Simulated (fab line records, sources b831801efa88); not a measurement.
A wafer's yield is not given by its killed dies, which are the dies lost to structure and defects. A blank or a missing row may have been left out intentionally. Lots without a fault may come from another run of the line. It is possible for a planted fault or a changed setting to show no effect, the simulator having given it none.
Shared-tool check / flow gf180mcu / 12 lots and 36 wafers in the sample

REASON IT WAS OPENED
At GF_HV_LDD_TW_MEAS_23 the reading HV_LDD_2_TW is flagged on 2 of 12 lots. Fault-free wafers read 1057, with a standard deviation of 6.3.
Rule: flag the lot when none of its wafers has a number, or when each of its wafers that has one lies beyond 4 standard deviations from that mean. All remaining lots are regarded as sound.

lot=L261; measured=day 10 23:01; on=film-metro-01; HV_LDD_2_TW, wafer by wafer=1060 1055 1058; flag=
lot=L270; measured=day 13 22:39; on=film-metro-04; HV_LDD_2_TW, wafer by wafer=988 984 993; flag=FLAGGED
lot=L271; measured=day 14 06:50; on=film-metro-02; HV_LDD_2_TW, wafer by wafer=983 974 977; flag=FLAGGED
lot=L272; measured=day 14 12:05; on=film-metro-01; HV_LDD_2_TW, wafer by wafer=1049 1048 1055; flag=
lot=L273; measured=day 14 20:19; on=film-metro-02; HV_LDD_2_TW, wafer by wafer=1063 1061 1063; flag=
lot=L274; measured=day 15 02:04; on=film-metro-01; HV_LDD_2_TW, wafer by wafer=1054 1053 1053; flag=
lot=L275; measured=day 15 08:32; on=film-metro-04; HV_LDD_2_TW, wafer by wafer=1058 1062 1064; flag=
lot=L278; measured=day 17 00:13; on=film-metro-02; HV_LDD_2_TW, wafer by wafer=1058 1055 1058; flag=
lot=L279; measured=day 17 09:25; on=film-metro-01; HV_LDD_2_TW, wafer by wafer=1049 1049 1051; flag=
lot=L280; measured=day 17 13:55; on=film-metro-02; HV_LDD_2_TW, wafer by wafer=1064 1053 1054; flag=
lot=L281; measured=day 17 17:05; on=film-metro-01; HV_LDD_2_TW, wafer by wafer=1057 1050 1044; flag=
lot=L282; measured=day 17 21:58; on=film-metro-01; HV_LDD_2_TW, wafer by wafer=1055 1051 1055; flag=
Average over the flagged lots: 983; offset from the usual -74, equal to -12 standard deviations.

TOOL THAT RAN EACH LOT
2 process steps preceding the reading are held in the record, out of 602 steps in the route. Every cell lists first the tool, next ch and the chambers used by the sampled wafers, and last the start.
lot=L261; flag=; GF_POLY_GATE_ETCH_12=rie-diel-02 ch 0,3, day 9 09:35; GF_HV_LDD_IMPLANT_21=implanter-02 ch 0, day 10 22:46
lot=L270; flag=FLAGGED; GF_POLY_GATE_ETCH_12=rie-diel-04 ch 0,2,3, day 12 04:16; GF_HV_LDD_IMPLANT_21=implanter-04 ch 0, day 13 22:24
lot=L271; flag=FLAGGED; GF_POLY_GATE_ETCH_12=rie-diel-02 ch 0,1, day 12 11:43; GF_HV_LDD_IMPLANT_21=implanter-04 ch 0, day 14 06:35
lot=L272; flag=; GF_POLY_GATE_ETCH_12=rie-diel-04 ch 0,1,3, day 12 17:34; GF_HV_LDD_IMPLANT_21=implanter-02 ch 0, day 14 11:50
lot=L273; flag=; GF_POLY_GATE_ETCH_12=rie-diel-04 ch 2,3, day 13 00:17; GF_HV_LDD_IMPLANT_21=implanter-03 ch 0, day 14 20:04
lot=L274; flag=; GF_POLY_GATE_ETCH_12=rie-diel-04 ch 1,2, day 13 06:58; GF_HV_LDD_IMPLANT_21=implanter-03 ch 0, day 15 01:49
lot=L275; flag=; GF_POLY_GATE_ETCH_12=rie-diel-03 ch 0,2,3, day 13 13:04; GF_HV_LDD_IMPLANT_21=implanter-03 ch 0, day 15 08:17
lot=L278; flag=; GF_POLY_GATE_ETCH_12=rie-diel-02 ch 0,1, day 15 01:23; GF_HV_LDD_IMPLANT_21=implanter-04 ch 0, day 16 23:58
lot=L279; flag=; GF_POLY_GATE_ETCH_12=rie-diel-02 ch 0,2,3, day 15 10:41; GF_HV_LDD_IMPLANT_21=implanter-04 ch 0, day 17 09:10
lot=L280; flag=; GF_POLY_GATE_ETCH_12=rie-diel-02 ch 0,1,2, day 15 14:26; GF_HV_LDD_IMPLANT_21=implanter-04 ch 0, day 17 13:40
lot=L281; flag=; GF_POLY_GATE_ETCH_12=rie-diel-04 ch 0,1,2, day 15 15:43; GF_HV_LDD_IMPLANT_21=implanter-02 ch 0, day 17 16:53
lot=L282; flag=; GF_POLY_GATE_ETCH_12=rie-diel-04 ch 0,3, day 15 22:25; GF_HV_LDD_IMPLANT_21=implanter-04 ch 0, day 17 21:43
What the steps here do:
- GF_POLY_GATE_ETCH_12: etches BARC in N2/H2.
- GF_HV_LDD_IMPLANT_21
- GF_HV_LDD_TW_MEAS_23

FLAGGED AGAINST TOTAL, ONE TOOL AT A TIME (gauges that did the reading follow at the end)
step=GF_POLY_GATE_ETCH_12; tool=rie-diel-02; lots run=5; flagged=1; share of the flagged lots=some; sound lots run after its first flagged lot=3 (L278,L279,L280)
step=GF_POLY_GATE_ETCH_12; tool=rie-diel-03; lots run=1; flagged=0; share of the flagged lots=none; sound lots run after its first flagged lot=-
step=GF_POLY_GATE_ETCH_12; tool=rie-diel-04; lots run=6; flagged=1; share of the flagged lots=some; sound lots run after its first flagged lot=5 (L272,L273,L274,L281,L282)
step=GF_HV_LDD_IMPLANT_21; tool=implanter-02; lots run=3; flagged=0; share of the flagged lots=none; sound lots run after its first flagged lot=-
step=GF_HV_LDD_IMPLANT_21; tool=implanter-03; lots run=3; flagged=0; share of the flagged lots=none; sound lots run after its first flagged lot=-
step=GF_HV_LDD_IMPLANT_21; tool=implanter-04; lots run=6; flagged=2; share of the flagged lots=all; sound lots run after its first flagged lot=4 (L278,L279,L280,L282)
step=GF_HV_LDD_TW_MEAS_23; tool=film-metro-01; lots run=6; flagged=0; share of the flagged lots=none; sound lots run after its first flagged lot=-
step=GF_HV_LDD_TW_MEAS_23; tool=film-metro-02; lots run=4; flagged=1; share of the flagged lots=some; sound lots run after its first flagged lot=3 (L273,L278,L280)
step=GF_HV_LDD_TW_MEAS_23; tool=film-metro-04; lots run=2; flagged=1; share of the flagged lots=some; sound lots run after its first flagged lot=1 (L275)

WHAT THE TABLE PERMITS
In the table, 1 row covers all flagged lots: implanter-04 at GF_HV_LDD_IMPLANT_21.
- implanter-04 at GF_HV_LDD_IMPLANT_21: 2 of its 6 lots flagged. Sound lots followed the first flagged one (L278, L279, L280, L282) on it, something a lasting fault affecting the whole tool could not allow. Its own readings (beam-on-s, faraday-current-uA) fall more than 4 standard deviations out on all wafers of the flagged lots.
Every row of the table either missed a flagged lot or ran a sound lot after the first.

WHAT THE SIMULATOR HAD INSERTED
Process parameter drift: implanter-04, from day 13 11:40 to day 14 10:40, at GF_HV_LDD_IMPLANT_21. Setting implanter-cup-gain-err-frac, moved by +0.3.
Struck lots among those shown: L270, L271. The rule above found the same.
